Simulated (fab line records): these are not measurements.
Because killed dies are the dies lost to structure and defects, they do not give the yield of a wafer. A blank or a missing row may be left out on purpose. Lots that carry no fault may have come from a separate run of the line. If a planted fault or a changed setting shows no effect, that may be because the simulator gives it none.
fab line records | flow sky130
[record] lots = 13 wafers = 39 last-day = 50
route steps=708 shown VT_ADJUST_HVTP@92 VT_ADJUST_LVTN@104 VT_ADJUST_NCORE@127 PAD_OPEN@708
lots that met no fault: from a run of the same line without faults
start-h: start of the lot's first displayed wafer, in hours after the record's first day | wait-h: hours elapsed since this lot's preceding step | " as in the row above | L1.1+2: a row that stands for several wafers | - no value present, or no start provided | * or withheld: withheld | < > ~ a bound
route shown NAME@n: names a module that has steps shown in the file, with the first one's number in the route | usual: mean/standard deviation taken from wafers without a fault | same: alike in all rows | chamber/n: place in a boat | sites: per-site readings | _std_site: the values' standard deviation | _edge_site: mean of outer sites minus mean of inner sites | radius-mm: for every site, how far away it sits from the centre of the wafer | mask NAME#n: copy n | behind: the most recent tool/chamber to have shaped the wafer | hold: cause of the lot's hold/its duration in hours/its outcome | device: which transistor (n, p or np) failed to switch | end of line: tests run on the same wafers once the route is complete | a step with no rows: only its recipe | killed: the dies lost at the first sort to structure and to defects; this is not the yield of the wafer | map: dies across one wafer; x = killed, . = not, _ = none there
set.NAME: the setting that was run; set.NAME@STEP: the one run at that earlier step | model.NAME: the simulator's own value behind a step, which no gauge read
one table for each step of the route and one row for each wafer, over a sample of lots
services: the hour from which a tool's chamber was out of use, counted from the record's first day as start-h (under 0 if before that day), plus the number of hours and why
[[steps]]
[step SKY_VT_ADJUST_HVTP_CD_MEAS_07]
[recipe] target-cd-nm = 380
[usual] cd-nm = 379.7/2.5
// columns lot.wafer tool chamber start-h wait-h cd-nm
L677.3 cd-sem-02 - 127.75 0.1 380.2
L677.5 " - " " 382.3
L677.6 " - " " 383.8
L678.1 cd-sem-01 - 136.81 0.1 380.9
L678.2 " - " " 382.7
L678.3 " - " " 379.5
L679.1 cd-sem-01 - 140.59 0.1 378.7
L679.3 " - " " 378.2
L679.6 " - " " 380.2
L680.1 cd-sem-01 - 144.61 0.1 377.7
L680.2 " - " " 379.8
L680.6 " - " " 380.2
L681.1 cd-sem-02 - 149.00 0.1 382.7
L681.4 " - " " 380.4
L681.6 " - " " 382.0
L682.1 cd-sem-01 - 159.05 0.1 376.9
L682.3 " - " " 377.5
L682.5 " - " " 377.3
L683.3 cd-sem-01 - 176.19 0.1 376.3
L683.4 " - " " 378.2
L683.6 " - " " 377.9
L687.2 cd-sem-02 - 201.71 0.1 380.4
L687.4 " - " " 380.8
L687.6 " - " " 381.8
L692.1 cd-sem-01 - 232.60 0.1 380.0
L692.3 " - " " 378.7
L692.4 " - " " 381.3
L694.4 cd-sem-02 - 241.82 0.1 379.6
L694.5 " - " " 382.8
L694.6 " - " " 385.8
L696.3 cd-sem-01 - 255.05 0.1 380.9
L696.4 " - " " 377.2
L696.5 " - " " 377.5
L697.1 cd-sem-02 - 255.80 0.1 384.6
L697.2 " - " " 380.8
L697.5 " - " " 384.0
L699.1 cd-sem-02 - 265.16 0.1 378.5
L699.3 " - " " 377.1
L699.4 " - " " 376.1
[step SKY_VT_ADJUST_LVTN_OVL_MEAS_07]
[usual] VT_ADJUST_LVTN_OVL = 0.3/1.5
// columns lot.wafer tool chamber start-h wait-h VT_ADJUST_LVTN_OVL[nm]
L677.3 overlay-01 - 145.77 - 0.9
L677.5 " - " " 2.1
L677.6 " - " " 2.0
L678.1 overlay-02 - 155.59 - 1.1
L678.2 " - " " -0.7
L678.3 " - " " 0.9
L679.1 overlay-01 - 160.96 - -0.8
L679.3 " - " " -0.3
L679.6 " - " " 0.7
L680.1 overlay-02 - 164.11 - 0.6
L680.2 " - " " 0.4
L680.6 " - " " 1.7
L681.1 overlay-01 - 169.02 - 0.8
L681.4 " - " " -0.3
L681.6 " - " " 0.1
L682.1 overlay-02 - 179.37 - 0.0
L682.3 " - " " 0.5
L682.5 " - " " -0.3
L683.3 overlay-02 - 197.25 - 0.1
L683.4 " - " " 1.3
L683.6 " - " " 2.1
L687.2 overlay-02 - 223.49 - -1.3
L687.4 " - " " 0.4
L687.6 " - " " -1.9
L692.1 overlay-02 - 256.47 - -0.1
L692.3 " - " " 0.6
L692.4 " - " " -0.7
L694.4 overlay-02 - 264.88 - 0.4
L694.5 " - " " 0.5
L694.6 " - " " -0.1
L696.3 overlay-02 - 279.55 - -1.9
L696.4 " - " " -0.6
L696.5 " - " " -1.2
L697.1 overlay-01 - 279.62 - 0.3
L697.2 " - " " 3.4
L697.5 " - " " 0.0
L699.1 overlay-02 - 289.71 - 0.2
L699.3 " - " " 1.1
L699.4 " - " " 0.6
[step SKY_VT_ADJUST_LVTN_EXPOSE_15]
[recipe] mask-id = HVN_STD_DERIVED na = 0.6 source-shape = conventional sigma-outer = 0.6 polarization = unpolarized target-cd-nm = 600 dose-mj = 163
// columns lot.wafer tool chamber start-h wait-h mask
L677.3+5+6 iline-stepper-02 0 156.00 - HVN_STD_DERIVED#0
L678.1+2+3 iline-stepper-01 0 165.64 - HVN_STD_DERIVED#0
L679.1+3+6 iline-stepper-01 0 171.20 - HVN_STD_DERIVED#0
L680.1+2+6 iline-stepper-02 0 174.69 - HVN_STD_DERIVED#0
L681.1+4+6 iline-stepper-01 0 179.21 - HVN_STD_DERIVED#0
L682.1+3+5 iline-stepper-02 0 189.54 - HVN_STD_DERIVED#0
L683.3+4+6 iline-stepper-02 0 208.23 - HVTPM#0
L687.2+4+6 iline-stepper-02 0 235.11 - HVN_STD_DERIVED#0
L692.1+3+4 iline-stepper-01 0 269.06 - HVN_STD_DERIVED#0
L694.4+5+6 iline-stepper-01 0 277.03 - HVN_STD_DERIVED#0
L696.3+4+5 iline-stepper-01 0 292.31 - HVN_STD_DERIVED#0
L697.1+2+5 iline-stepper-02 0 292.51 - HVN_STD_DERIVED#0
L699.1+3+4 iline-stepper-02 0 302.55 - HVN_STD_DERIVED#0
[step SKY_VT_ADJUST_LVTN_OVL_MEAS_18]
[usual] VT_ADJUST_LVTN_01_OVL = -0.7/1.7
// columns lot.wafer tool chamber start-h wait-h VT_ADJUST_LVTN_01_OVL[nm]
L677.3 overlay-01 - 165.35 0.1 -0.4
L677.5 " - " " -2.6
L677.6 " - " " -2.1
L678.1 overlay-02 - 175.82 0.1 -1.1
L678.2 " - " " -0.1
L678.3 " - " " -2.4
L679.1 overlay-01 - 181.21 0.1 -1.5
L679.3 " - " " -0.2
L679.6 " - " " -1.4
L680.1 overlay-01 - 184.29 0.1 0.4
L680.2 " - " " 0.2
L680.6 " - " " -0.3
L681.1 overlay-02 - 188.97 0.1 -2.1
L681.4 " - " " -2.1
L681.6 " - " " -1.6
L682.1 overlay-02 - 199.96 0.1 -0.4
L682.3 " - " " 1.0
L682.5 " - " " 0.4
L683.3 overlay-02 - 218.80 0.1 -
L683.4 " - " " -
L683.6 " - " " -
L687.2 overlay-02 - 246.24 0.1 -0.7
L687.4 " - " " -1.4
L687.6 " - " " -0.3
L692.1 overlay-02 - 281.22 0.1 -0.6
L692.3 " - " " -2.1
L692.4 " - " " -0.2
L694.4 overlay-01 - 289.25 0.1 -3.7
L694.5 " - " " -5.1
L694.6 " - " " -5.7
L696.3 overlay-02 - 304.23 0.1 -3.9
L696.4 " - " " -2.1
L696.5 " - " " -2.3
L697.1 overlay-01 - 304.51 0.1 -1.0
L697.2 " - " " 0.6
L697.5 " - " " -0.1
L699.1 overlay-02 - 314.61 0.1 0.0
L699.3 " - " " 0.1
L699.4 " - " " -0.3
[step SKY_VT_ADJUST_LVTN_TW_MEAS_21]
[usual] VT_ADJUST_LVTN_2_TW = 187.1/1.5
// columns lot.wafer tool chamber start-h wait-h VT_ADJUST_LVTN_2_TW
L677.3 film-metro-02 - 165.64 0.1 186.6
L677.5 " - " " 186.9
L677.6 " - " " 186.0
L678.1 film-metro-02 - 176.11 0.1 186.4
L678.2 " - " " 185.7
L678.3 " - " " 186.7
L679.1 film-metro-04 - 181.50 0.1 188.7
L679.3 " - " " 188.7
L679.6 " - " " 187.4
L680.1 film-metro-02 - 184.57 0.1 185.9
L680.2 " - " " 187.0
L680.6 " - " " 185.9
L681.1 film-metro-03 - 189.25 0.1 191.7
L681.4 " - " " 189.9
L681.6 " - " " 189.6
L682.1 film-metro-02 - 200.25 0.1 187.2
L682.3 " - " " 187.0
L682.5 " - " " 187.1
L683.3 film-metro-02 - 219.09 0.1 29.8
L683.4 " - " " 29.9
L683.6 " - " " 29.8
L687.2 film-metro-04 - 246.53 0.1 188.4
L687.4 " - " " 187.6
L687.6 " - " " 186.6
L692.1 film-metro-02 - 281.50 0.1 186.4
L692.3 " - " " 185.9
L692.4 " - " " 186.8
L694.4 film-metro-02 - 289.55 0.1 186.0
L694.5 " - " " 185.9
L694.6 " - " " 184.7
L696.3 film-metro-02 - 304.52 0.1 185.6
L696.4 " - " " 185.5
L696.5 " - " " 185.6
L697.1 film-metro-04 - 304.80 0.1 188.0
L697.2 " - " " 187.7
L697.5 " - " " 187.3
L699.1 film-metro-03 - 314.90 0.1 188.0
L699.3 " - " " 187.9
L699.4 " - " " 187.3
[step SKY_VT_ADJUST_NCORE_OVL_MEAS_08]
[usual] VT_ADJUST_NCORE_OVL = 0.3/1.3
// columns lot.wafer tool chamber start-h wait-h VT_ADJUST_NCORE_OVL[nm]
L677.3 overlay-02 - 185.98 0.1 0.8
L677.5 " - " " 2.2
L677.6 " - " " 1.7
L678.1 overlay-02 - 197.01 0.1 -0.3
L678.2 " - " " -0.9
L678.3 " - " " 0.5
L679.1 overlay-01 - 202.46 0.1 0.4
L679.3 " - " " 2.2
L679.6 " - " " -0.9
L680.1 overlay-01 - 205.62 0.1 -0.5
L680.2 " - " " -1.0
L680.6 " - " " 0.5
L681.1 overlay-02 - 210.24 0.1 1.9
L681.4 " - " " -0.5
L681.6 " - " " -0.9
L682.1 overlay-01 - 222.10 0.1 -0.3
L682.3 " - " " 1.5
L682.5 " - " " -0.9
L683.3 overlay-01 - 241.10 0.1 0.1
L683.4 " - " " 2.3
L683.6 " - " " 0.6
L687.2 overlay-02 - 269.94 0.1 1.3
L687.4 " - " " -0.4
L687.6 " - " " 1.5
L692.1 overlay-01 - 305.92 0.1 2.1
L692.3 " - " " -0.5
L692.4 " - " " 1.2
L694.4 overlay-02 - 314.26 0.1 0.1
L694.5 " - " " -1.2
L694.6 " - " " -0.2
L696.3 overlay-02 - 330.57 0.1 0.2
L696.4 " - " " -0.3
L696.5 " - " " 0.1
L697.1 overlay-02 - 331.12 0.1 0.4
L697.2 " - " " 1.5
L697.5 " - " " 1.8
L699.1 overlay-02 - 341.32 0.1 0.6
L699.3 " - " " -1.8
L699.4 " - " " -1.7
[step SKY_PAD_OPEN_PROBE_99]
[usual] killed_at_M0_to_M3 = 44/6.4 killed_at_M4_up = 3.6/2.1 killed-at-contacts = 23/5.1 killed-at-front-end = 15/4.3 killed-at-other = 0.3/0.56 killed-dies = 86/9 killed-on-rim = 17/3.3 killed-open = 47/6.4 killed-short = 39/5.8
[same] gross-dies = 492 killed-at-back-side = 0
// columns lot.wafer tool chamber start-h wait-h killed_at_M0_to_M3 killed_at_M4_up killed-at-contacts killed-at-front-end killed-at-other killed-dies killed-on-rim killed-open killed-short
L677.3 prober-02 - 1081.77 0.2 51 4 23 10 0 88 18 54 34
L677.5 prober-02 - 1081.87 0.2 53 4 20 16 2 95 17 44 51
L677.6 prober-02 - 1081.92 0.2 43 9 27 17 0 96 13 52 44
L678.1 prober-01 - 1084.65 0.1 43 2 18 13 0 76 16 44 32
L678.2 prober-01 - 1084.70 0.1 33 3 11 23 0 70 15 35 35
L678.3 prober-01 - 1084.75 0.2 45 1 19 7 0 72 19 44 28
L679.1 prober-02 - 1086.75 0.1 47 6 18 13 0 84 23 46 38
L679.3 prober-02 - 1086.85 0.2 42 4 24 12 0 82 18 42 40
L679.6 prober-02 - 1087.00 0.2 50 3 27 17 0 97 16 58 39
L680.1 prober-01 - 1093.44 0.1 44 8 29 16 0 97 17 53 43
L680.2 prober-01 - 1093.49 0.1 40 2 22 13 2 79 12 38 41
L680.6 prober-01 - 1093.69 0.2 48 2 14 22 2 88 19 46 41
L681.1 prober-01 - 1101.46 0.1 40 1 21 11 0 73 13 42 31
L681.4 prober-01 - 1101.61 0.2 61 4 26 13 0 104 18 60 44
L681.6 prober-01 - 1101.71 0.2 53 4 15 10 1 83 17 50 33
L682.1 prober-02 - 1112.93 0.1 42 3 20 14 0 79 17 46 33
L682.3 prober-02 - 1113.03 0.2 47 1 20 18 1 87 17 43 43
L682.5 prober-02 - 1113.13 0.2 38 3 19 19 0 79 15 44 35
L683.3 prober-01 - 1119.43 0.2 44 6 20 421 1 492 96 45 35
L683.4 prober-01 - 1119.48 0.2 39 2 26 424 1 492 96 44 34
L683.6 prober-01 - 1119.58 0.2 56 2 15 419 0 492 96 48 38
L687.2 prober-01 - 1138.62 0.1 50 3 30 18 0 101 20 59 42
L687.4 prober-01 - 1138.72 0.2 35 4 19 19 0 77 16 34 43
L687.6 prober-01 - 1138.82 0.2 36 4 14 16 0 70 17 42 28
L692.1 prober-01 - 1168.40 0.1 41 1 16 18 0 76 16 51 25
L692.3 prober-01 - 1168.50 0.2 47 4 20 19 0 90 17 43 47
L692.4 prober-01 - 1168.55 0.2 47 0 32 19 0 98 19 58 40
L694.4 prober-02 - 1176.08 0.2 41 2 25 19 0 87 16 47 40
L694.5 prober-02 - 1176.13 0.2 47 2 17 8 1 75 11 41 34
L694.6 prober-02 - 1176.18 0.2 48 7 18 15 0 88 13 53 35
L697.1 prober-02 - 1187.15 0.1 50 0 17 15 0 82 14 50 32
L697.2 prober-02 - 1187.20 0.1 43 4 35 17 1 100 19 59 41
L697.5 prober-02 - 1187.35 0.2 41 4 22 11 0 78 18 44 34
L696.3 prober-01 - 1190.43 0.2 38 4 24 8 1 75 14 37 38
L696.4 prober-01 - 1190.48 0.2 50 4 25 14 0 93 15 52 41
L696.5 prober-01 - 1190.53 0.2 53 2 27 13 1 96 17 51 45
L699.1 prober-02 - 1194.03 0.1 40 3 23 20 0 86 18 51 35
L699.3 prober-02 - 1194.13 0.2 38 3 28 14 1 84 15 45 39
L699.4 prober-02 - 1194.18 0.2 38 5 20 19 1 83 14 40 42
// killed by level:class
L677.3 VIA1:geometric-particle:open=13 VIA2:geometric-particle:open=10 CONTACT:geometric-particle:open=9 VIA3:geometric-particle:open=8 METAL1:geometric-particle:short=7 LOCAL_INTERCONNECT:geometric-particle:short=5 LI_CONTACT:geometric-particle:open=4 FIELD_ISO:geometric-particle:open=3
L677.5 VIA1:geometric-particle:open=13 METAL2:geometric-particle:short=8 VIA2:geometric-particle:open=8 LI_CONTACT:geometric-particle:open=7 LI_CONTACT:geometric-particle:short=5 METAL1:geometric-particle:short=5 VIA3:geometric-particle:open=5 POLY_GATE:geometric-particle:short=4
L677.6 VIA2:geometric-particle:open=10 CONTACT:geometric-particle:open=9 METAL4:geometric-particle:short=8 LI_CONTACT:geometric-particle:open=7 VIA1:geometric-particle:open=7 VIA1:geometric-particle:short=6 VIA3:geometric-particle:open=5 FIELD_ISO:geometric-particle:open=4
L678.1 VIA1:geometric-particle:open=11 VIA3:geometric-particle:open=10 POLY_GATE:geometric-particle:open=5 LI_CONTACT:geometric-particle:open=5 CONTACT:geometric-particle:open=5 CONTACT:geometric-particle:short=5 VIA2:geometric-particle:open=5 VIA2:geometric-particle:short=4
L678.2 CONTACT:geometric-particle:open=8 VIA1:geometric-particle:open=8 METAL2:geometric-particle:short=8 POLY_GATE:geometric-particle:short=6 FIELD_ISO:geometric-particle:short=5 POLY_GATE:geometric-particle:open=5 METAL1:geometric-particle:short=5 VIA1:geometric-particle:short=4
L678.3 VIA1:geometric-particle:open=11 VIA3:geometric-particle:open=8 CONTACT:geometric-particle:open=7 LI_CONTACT:geometric-particle:open=6 VIA2:geometric-particle:open=6 VIA3:geometric-particle:short=5 CONTACT:geometric-particle:short=3 METAL1:geometric-particle:short=3
L679.1 VIA1:geometric-particle:open=10 VIA2:geometric-particle:open=9 LI_CONTACT:geometric-particle:open=7 VIA1:geometric-particle:short=7 METAL1:geometric-particle:short=6 VIA3:geometric-particle:open=6 CONTACT:geometric-particle:short=5 METAL4:geometric-particle:short=5
L679.3 LI_CONTACT:geometric-particle:open=9 VIA1:geometric-particle:open=9 VIA3:geometric-particle:open=7 CONTACT:geometric-particle:short=7 METAL2:geometric-particle:short=6 FIELD_ISO:geometric-particle:short=4 VIA1:geometric-particle:short=4 POLY_GATE:geometric-particle:open=3
L679.6 VIA1:geometric-particle:open=12 VIA2:geometric-particle:open=9 LI_CONTACT:geometric-particle:open=8 CONTACT:geometric-particle:open=8 METAL2:geometric-particle:short=7 FIELD_ISO:geometric-particle:short=6 METAL1:geometric-particle:short=6 FIELD_ISO:geometric-particle:open=5
L680.1 VIA2:geometric-particle:open=11 LI_CONTACT:geometric-particle:open=10 VIA1:geometric-particle:open=8 CONTACT:geometric-particle:open=7 METAL2:geometric-particle:short=5 VIA2:geometric-particle:short=5 METAL4:geometric-particle:short=5 LI_CONTACT:geometric-particle:short=4
L680.2 VIA1:geometric-particle:open=12 LI_CONTACT:geometric-particle:open=7 METAL1:geometric-particle:short=7 LI_CONTACT:geometric-particle:short=5 POLY_GATE:geometric-particle:short=4 CONTACT:geometric-particle:open=4 VIA2:geometric-particle:short=4 VIA2:geometric-particle:open=4
L680.6 VIA2:geometric-particle:open=12 VIA1:geometric-particle:open=8 METAL2:geometric-particle:short=7 FIELD_ISO:geometric-particle:open=5 VIA2:geometric-particle:short=5 VIA3:geometric-particle:open=5 FIELD_ISO:geometric-particle:short=4 POLY_GATE:geometric-particle:open=4
L681.1 VIA1:geometric-particle:open=10 CONTACT:geometric-particle:open=7 VIA3:geometric-particle:open=7 METAL2:geometric-particle:short=6 CONTACT:geometric-particle:short=6 FIELD_ISO:geometric-particle:open=5 LI_CONTACT:geometric-particle:open=4 METAL1:geometric-particle:short=4
L681.4 METAL2:geometric-particle:short=14 VIA3:geometric-particle:open=12 CONTACT:geometric-particle:open=11 VIA2:geometric-particle:open=9 VIA1:geometric-particle:open=9 LI_CONTACT:geometric-particle:open=6 POLY_GATE:geometric-particle:open=5 VIA1:geometric-particle:short=5
L681.6 METAL2:geometric-particle:short=10 VIA1:geometric-particle:open=9 CONTACT:geometric-particle:open=9 VIA2:geometric-particle:open=9 VIA3:geometric-particle:open=7 VIA1:geometric-particle:short=6 METAL2:geometric-particle:open=3 METAL3:geometric-particle:short=3
L682.1 METAL1:geometric-particle:short=12 VIA1:geometric-particle:open=10 CONTACT:geometric-particle:open=8 FIELD_ISO:geometric-particle:open=5 LI_CONTACT:geometric-particle:open=5 LOCAL_INTERCONNECT:geometric-particle:short=5 POLY_GATE:geometric-particle:open=4 METAL1:geometric-particle:open=3
L682.3 VIA1:geometric-particle:open=11 METAL2:geometric-particle:short=8 CONTACT:geometric-particle:open=7 METAL1:geometric-particle:short=7 LI_CONTACT:geometric-particle:open=5 VIA1:geometric-particle:short=5 VIA2:geometric-particle:open=5 FIELD_ISO:geometric-particle:open=4
L682.5 CONTACT:geometric-particle:open=10 VIA1:geometric-particle:open=8 FIELD_ISO:geometric-particle:short=7 VIA3:geometric-particle:open=6 VIA2:geometric-particle:open=6 FIELD_ISO:geometric-particle:open=4 POLY_GATE:geometric-particle:open=4 LOCAL_INTERCONNECT:geometric-particle:short=4
L683.3 VT_ADJUST_LVTN:area-expose=412 VIA1:geometric-particle:open=12 CONTACT:geometric-particle:open=9 VIA1:geometric-particle:short=8 LI_CONTACT:geometric-particle:open=6 METAL4:geometric-particle:short=6 VIA2:geometric-particle:short=5 VIA2:geometric-particle:open=5
L683.4 VT_ADJUST_LVTN:area-expose=414 VIA2:geometric-particle:open=10 CONTACT:geometric-particle:short=9 CONTACT:geometric-particle:open=9 LI_CONTACT:geometric-particle:open=7 VIA1:geometric-particle:open=6 METAL2:geometric-particle:short=6 VIA3:geometric-particle:open=5
L683.6 VT_ADJUST_LVTN:area-expose=406 VIA1:geometric-particle:open=13 METAL2:geometric-particle:short=10 VIA2:geometric-particle:open=9 LI_CONTACT:geometric-particle:open=7 VIA3:geometric-particle:open=6 FIELD_ISO:geometric-particle:short=4 CONTACT:geometric-particle:open=4
L687.2 VIA1:geometric-particle:open=14 CONTACT:geometric-particle:open=9 POLY_GATE:geometric-particle:open=7 LI_CONTACT:geometric-particle:open=7 VIA2:geometric-particle:open=7 VIA2:geometric-particle:short=7 LOCAL_INTERCONNECT:geometric-particle:short=5 METAL1:geometric-particle:short=5
L687.4 CONTACT:geometric-particle:open=9 POLY_GATE:geometric-particle:short=8 METAL1:geometric-particle:short=8 VIA3:geometric-particle:open=6 POLY_GATE:geometric-particle:open=5 VIA1:geometric-particle:short=5 VIA1:geometric-particle:open=5 FIELD_ISO:geometric-particle:short=4
L687.6 CONTACT:geometric-particle:open=8 VIA1:geometric-particle:open=7 VIA3:geometric-particle:open=7 VIA2:geometric-particle:open=5 LI_CONTACT:geometric-particle:open=4 METAL1:geometric-particle:short=4 METAL2:geometric-particle:short=4 POLY_GATE:geometric-particle:short=3
L692.1 VIA1:geometric-particle:open=12 CONTACT:geometric-particle:open=10 POLY_GATE:geometric-particle:open=7 FIELD_ISO:geometric-particle:open=5 METAL1:geometric-particle:short=5 LI_CONTACT:geometric-particle:open=4 VIA3:geometric-particle:short=4 VIA2:geometric-particle:open=3
L692.3 VIA1:geometric-particle:open=9 METAL1:geometric-particle:short=8 LI_CONTACT:geometric-particle:open=6 METAL2:geometric-particle:short=6 VIA2:geometric-particle:open=6 FIELD_ISO:geometric-particle:open=5 POLY_GATE:geometric-particle:short=5 LI_CONTACT:geometric-particle:short=5
L692.4 CONTACT:geometric-particle:open=13 VIA1:geometric-particle:open=10 LI_CONTACT:geometric-particle:open=8 VIA2:geometric-particle:open=8 FIELD_ISO:geometric-particle:short=6 METAL2:geometric-particle:short=6 POLY_GATE:geometric-particle:open=5 METAL1:geometric-particle:short=5
L694.4 CONTACT:geometric-particle:open=9 VIA1:geometric-particle:open=9 POLY_GATE:geometric-particle:open=6 LI_CONTACT:geometric-particle:open=6 VIA3:geometric-particle:open=6 CONTACT:geometric-particle:short=5 METAL2:geometric-particle:short=5 VIA2:geometric-particle:short=5
L694.5 VIA1:geometric-particle:open=10 VIA3:geometric-particle:open=8 CONTACT:geometric-particle:open=7 VIA1:geometric-particle:short=6 METAL1:geometric-particle:short=5 VIA2:geometric-particle:open=5 CONTACT:geometric-particle:short=4 VIA3:geometric-particle:short=4
L694.6 VIA1:geometric-particle:open=14 VIA3:geometric-particle:open=11 CONTACT:geometric-particle:short=6 POLY_GATE:geometric-particle:open=5 METAL1:geometric-particle:short=5 METAL2:geometric-particle:short=5 CONTACT:geometric-particle:open=5 VIA2:geometric-particle:open=5
L697.1 VIA1:geometric-particle:open=11 VIA3:geometric-particle:open=9 METAL1:geometric-particle:short=8 CONTACT:geometric-particle:open=7 POLY_GATE:geometric-particle:open=6 VIA2:geometric-particle:open=6 VIA2:geometric-particle:short=4 LI_CONTACT:geometric-particle:open=4
L697.2 CONTACT:geometric-particle:open=14 VIA1:geometric-particle:open=12 CONTACT:geometric-particle:short=9 VIA3:geometric-particle:open=6 LI_CONTACT:geometric-particle:open=5 LOCAL_INTERCONNECT:geometric-particle:short=5 METAL1:geometric-particle:open=5 POLY_GATE:geometric-particle:short=4
L697.5 VIA1:geometric-particle:open=11 VIA2:geometric-particle:open=7 VIA3:geometric-particle:open=7 LI_CONTACT:geometric-particle:open=6 CONTACT:geometric-particle:short=5 CONTACT:geometric-particle:open=5 VIA1:geometric-particle:short=5 METAL2:geometric-particle:short=5
L696.3 VIA1:geometric-particle:open=10 LI_CONTACT:geometric-particle:open=7 LI_CONTACT:geometric-particle:short=6 VIA3:geometric-particle:open=6 CONTACT:geometric-particle:open=5 FIELD_ISO:geometric-particle:short=4 VIA2:geometric-particle:short=4 METAL3:geometric-particle:short=4
L696.4 VIA1:geometric-particle:open=13 CONTACT:geometric-particle:open=9 METAL1:geometric-particle:short=7 VIA1:geometric-particle:short=7 VIA2:geometric-particle:open=7 LI_CONTACT:geometric-particle:open=6 CONTACT:geometric-particle:short=6 FIELD_ISO:geometric-particle:short=4
L696.5 VIA1:geometric-particle:open=13 VIA2:geometric-particle:open=11 CONTACT:geometric-particle:open=9 LI_CONTACT:geometric-particle:open=8 METAL2:geometric-particle:short=8 CONTACT:geometric-particle:short=5 METAL1:geometric-particle:short=5 VIA1:geometric-particle:short=4
L699.1 VIA1:geometric-particle:open=14 CONTACT:geometric-particle:open=12 VIA2:geometric-particle:open=7 METAL1:geometric-particle:short=6 VIA3:geometric-particle:open=6 FIELD_ISO:geometric-particle:short=5 POLY_GATE:geometric-particle:open=4 SPACER:geometric-particle:short=4
L699.3 VIA1:geometric-particle:open=11 CONTACT:geometric-particle:open=7 LI_CONTACT:geometric-particle:open=6 FIELD_ISO:geometric-particle:open=5 FIELD_ISO:geometric-particle:short=5 CONTACT:geometric-particle:short=5 LOCAL_INTERCONNECT:geometric-particle:short=5 VIA3:geometric-particle:short=4
L699.4 VIA1:geometric-particle:open=11 FIELD_ISO:geometric-particle:open=7 VIA3:geometric-particle:open=7 VIA1:geometric-particle:short=6 CONTACT:geometric-particle:open=6 LOCAL_INTERCONNECT:geometric-particle:short=5 METAL2:geometric-particle:short=4 CONTACT:geometric-particle:short=4
[[services]]
// columns tool chamber start-h hours kind
iline-stepper-02 0 145.77 - calibration
iline-stepper-01 0 165.87 - calibration
iline-stepper-02 - 170.95 1.7 pm
iline-stepper-02 - 261.93 18.6 repair
iline-stepper-01 - 296.19 2.1 pm
iline-stepper-01 - 298.27 - consumable-replace:lamp
[[key]]
[first-sign] step = SKY_VT_ADJUST_LVTN_EXPOSE_15 reading = mask direction = changed
[effect] step = SKY_VT_ADJUST_LVTN_OVL_MEAS_18 reading = VT_ADJUST_LVTN_01_OVL direction = missing
[effect] step = SKY_VT_ADJUST_LVTN_TW_MEAS_21 reading = VT_ADJUST_LVTN_2_TW direction = down sigmas = 99+ usual = 187.1 struck = 29.8
[effect] step = SKY_PAD_OPEN_PROBE_99 reading = killed-at-front-end direction = up sigmas = 94 usual = 15 struck = 421
[more-kills-born-at] SKY_VT_ADJUST_LVTN_EXPOSE_15@iline-stepper-02 = 1232
met-at SKY_VT_ADJUST_LVTN_EXPOSE_15
struck-lots L683
tester-left-out L683
not-acting-at SKY_VT_ADJUST_HVTP_CD_MEAS_07,SKY_VT_ADJUST_LVTN_OVL_MEAS_07,SKY_VT_ADJUST_NCORE_OVL_MEAS_08
onset-between 189.54 208.23
[fault] kind = wrong-mask tool = any chamber = - onset-h = 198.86 steps = SKY_VT_ADJUST_LVTN_EXPOSE_15 aux-copy = HVTPM#0 scope = struck-lots-only
// tester-left-out: of these lots the tester's yield and bins aren't shown, on N5 and GAA mostly nor the transistor test; their killed dies are dies lost to structure and defects alone, not to doping, threshold or leakage, so they don't give the yield
